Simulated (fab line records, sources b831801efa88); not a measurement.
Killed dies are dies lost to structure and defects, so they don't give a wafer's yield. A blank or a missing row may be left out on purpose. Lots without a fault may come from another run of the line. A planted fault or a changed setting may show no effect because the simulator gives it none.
Which tool did it? | flow gf180mcu | 6 lots, 18 wafers sampled, at 2 steps of a route of 602

WHAT THE GAUGES READ, wafer by wafer
GF_HV_LDD_CD_MEAS_19: target cd 400 nm.
lot  | measured     | on        | cd_nm (nm)
L747 | day 11 02:04 | cd_sem-01 | 400.8 398.9 399.6
L750 | day 12 00:42 | cd_sem-01 | 402.8 398.9 398.4
L752 | day 12 17:23 | cd_sem-01 | 398.4 399.4 398.1
L757 | day 14 06:46 | cd_sem-01 | 402.5 400.8 401.0
L763 | day 16 01:20 | cd_sem-02 | 399.7 401.6 403.3
L768 | day 17 17:58 | cd_sem-01 | 399.6 400.8 402.0

WHICH TOOL RAN EACH LOT (tool, then ch and the chambers of the sampled wafers, then the start)
lot  | GF_HV_LDD_EXPOSE_16
L747 | iline_stepper-01 ch 0, day 10 17:04
L750 | iline_stepper-02 ch 0, day 11 15:30
L752 | iline_stepper-01 ch 0, day 12 07:38
L757 | iline_stepper-02 ch 0, day 13 20:44
L763 | iline_stepper-02 ch 0, day 15 14:44
L768 | iline_stepper-02 ch 0, day 17 06:22
- GF_HV_LDD_EXPOSE_16: exposes mask Pplus LV AREA, target cd 400 nm.

THE ANSWER, worked out from the rows above alone
Rule: what is usual is taken from the lots themselves. Put in order of their means at a reading, lots are off if they are a third of the lots or fewer, leave a main group of 4 or more, and stand apart from it by a gap of 3 or more times the standard deviation of the main group's means; of several such gaps the widest counts. A main group whose means are all the same, to the digits that the tables above print for the reading, isn't used. A lot without any number at a reading at which 4 lots or more have one is off too. The other lots that the step has rows for count as sound.
No lot is off at any reading shown: from this, nothing can be told.

WHAT THE SIMULATOR HAD PUT IN
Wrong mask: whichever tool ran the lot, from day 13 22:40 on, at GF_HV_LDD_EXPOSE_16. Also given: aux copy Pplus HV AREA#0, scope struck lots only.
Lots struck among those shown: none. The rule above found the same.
